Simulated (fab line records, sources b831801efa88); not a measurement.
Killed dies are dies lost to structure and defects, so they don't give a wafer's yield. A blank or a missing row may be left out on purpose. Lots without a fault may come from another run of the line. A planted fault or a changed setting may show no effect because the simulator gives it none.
A struck lot beside a sound one | flow sky130 | 17 steps out of a route of 708
Sound: wafers L774.2, L774.4, L774.5. Struck: wafers L785.4, L785.5, L785.6. The cause comes at the end.
At each step with rows: each side's tool, then ch and its chambers, then its first start. Under that, the readings that differ: sound wafers | struck wafers | difference of the means | sigmas: that difference in standard deviations of wafers without a fault.
alike: readings whose means differ by less than 2 such deviations, and words and numbers that are the same on both sides. not compared: withheld readings, readings that some wafer has no value for, bounds like >300 that may hide the same value, and numbers for which the record gives no deviation and whose values overlap.
The two part at a step that has a row with sigmas, a row that says differs or no value, or rows on one side only. Numbers that don't overlap but have no deviation are shown without sigmas and don't part them. A reading that every wafer of one side lacks parts them only if that side has two wafers or more.

first, 1 step without rows for these wafers: SKY_VT_ADJUST_LVTN_IMPLANT_19.
SKY_VT_ADJUST_LVTN_STRIP_20: strips in O2/N2.
  sound on plasma_asher-01 ch 0,1, day 7 21:52; struck on plasma_asher-03 ch 0,1, day 10 20:31
  alike: drypump_motor_current_A, oes_product_au, strip_time_to_endpoint_s
  not compared: rf_hours_counter_h
SKY_VT_ADJUST_LVTN_TW_MEAS_21:
  sound on film_metro-03, day 7 21:59; struck on film_metro-02, day 10 20:37
  reading             | sound             | struck            | difference | sigmas
  VT_ADJUST_LVTN_2_TW | 187.5 187.2 187.7 | 191.1 190.4 190.1 | +3.1       | +3
then, 7 steps without rows for these wafers: SKY_VT_ADJUST_NCORE_DEHYDRATE_00 (time 60 s); SKY_VT_ADJUST_NCORE_HMDS_01 (prime time 60 s); SKY_VT_ADJUST_NCORE_COAT_02 (resist thk 1140 nm); SKY_VT_ADJUST_NCORE_SOFTBAKE_03 (time 60 s); SKY_VT_ADJUST_NCORE_EXPOSE_04 (exposes mask LVTN COMPLEMENT THIN, target cd 380 nm); SKY_VT_ADJUST_NCORE_PEB_05; SKY_VT_ADJUST_NCORE_DEVELOP_06 (develop time 60 s).
SKY_VT_ADJUST_NCORE_CD_MEAS_07: target cd 380 nm.
  sound on cd_sem-01, day 8 18:47; struck on cd_sem-01, day 11 20:38
  alike: cd_nm
SKY_VT_ADJUST_NCORE_OVL_MEAS_08:
  sound on overlay-01, day 8 18:53; struck on overlay-02, day 11 20:43
  alike: VT_ADJUST_NCORE_OVL
SKY_VT_ADJUST_NCORE_IMPLANT_09:
  sound on implanter-01 ch 0, day 8 18:56; struck on implanter-01 ch 0, day 11 20:48
  reading                   | sound               | struck               | difference | sigmas
  beam_energy_keV           | 10.000 9.999 10.000 | 13.588 13.587 13.586 | +3.587     | +99 or more
  model.implant.rp_nm (nm)  | 32.98 32.98 32.98   | 45.54 45.54 45.54    | +12.56     |
  model.implant.drp_nm (nm) | 17.11 17.11 17.11   | 21.37 21.37 21.37    | +4.26      |
  alike: dose_ions_cm2
SKY_VT_ADJUST_NCORE_STRIP_10: strips in O2/N2.
  sound on plasma_asher-02 ch 0,1, day 8 19:04; struck on plasma_asher-04 ch 0,1, day 11 20:55
  alike: drypump_motor_current_A, oes_product_au, strip_time_to_endpoint_s
  not compared: rf_hours_counter_h
SKY_VT_ADJUST_NCORE_TW_MEAS_11:
  sound on film_metro-03, day 8 19:11; struck on film_metro-04, day 11 21:01
  reading            | sound             | struck            | difference | sigmas
  VT_ADJUST_NCORE_TW | 221.9 220.5 220.9 | 235.5 236.7 236.4 | +15.1      | +11
then, 1 step without rows for these wafers: SKY_VT_ADJUST_HVTR_DEHYDRATE_00 (time 60 s).
-- the record jumps here: 37 days lie between the struck wafers' starts before and after (it left off in module VT_ADJUST_HVTR and takes up again in module PAD_OPEN, whose first step shown is number 708 of the route) --
SKY_PAD_OPEN_PROBE_99:
  sound on prober-01, day 46 02:32; struck on prober-02, day 48 15:59
  reading                                   | sound                         | struck                       | difference | sigmas
  model.etest.nfet_16v.r_on_ohm_um          | 1.401e+04 1.405e+04 1.399e+04 | 1.487e+04 1.492e+04 1.48e+04 | +8.467e+02 |
  model.etest.pfet_g5v0d10v5.off_log10_a_um | -12.57 -12.5 -12.87           | -11.81 -11.37 -11.92         | +0.95      |
  model.etest.pfet_g5v0d10v5.vt_sat_v (V)   | -0.6301 -0.6291 -0.6616       | -0.5836 -0.5497 -0.5926      | +0.0650    |
  model.etest.pfet_16v.vt_v (V)             | -1.101 -1.106 -1.108          | -1.06 -1.054 -1.057          | +0.05      |
  model.etest.pfet_g5v0d10v5.vt_v (V)       | -0.8268 -0.8345 -0.862        | -0.811 -0.7817 -0.8143       | +0.039     |
  model.etest.pfet_g5v0d10v5.vt_long_v (V)  | -0.9347 -0.9398 -0.9395       | -0.906 -0.9015 -0.8985       | +0.036     |
  alike: killed_at_M0_to_M3, killed_at_M4_up, killed_at_contacts, killed_at_front_end, killed_at_other, killed_dies, killed_open, killed_short
  not compared: model.etest.res_pwell_under_gate.rs_ohm_sq, model.etest.pfet_16v.drive_ua_um

WHERE THEY PART
First at SKY_VT_ADJUST_LVTN_TW_MEAS_21; last, within this record, at SKY_VT_ADJUST_NCORE_TW_MEAS_11. Later steps at which nothing parts them and some readings are alike: SKY_PAD_OPEN_PROBE_99.

WHY: what the simulator had put in
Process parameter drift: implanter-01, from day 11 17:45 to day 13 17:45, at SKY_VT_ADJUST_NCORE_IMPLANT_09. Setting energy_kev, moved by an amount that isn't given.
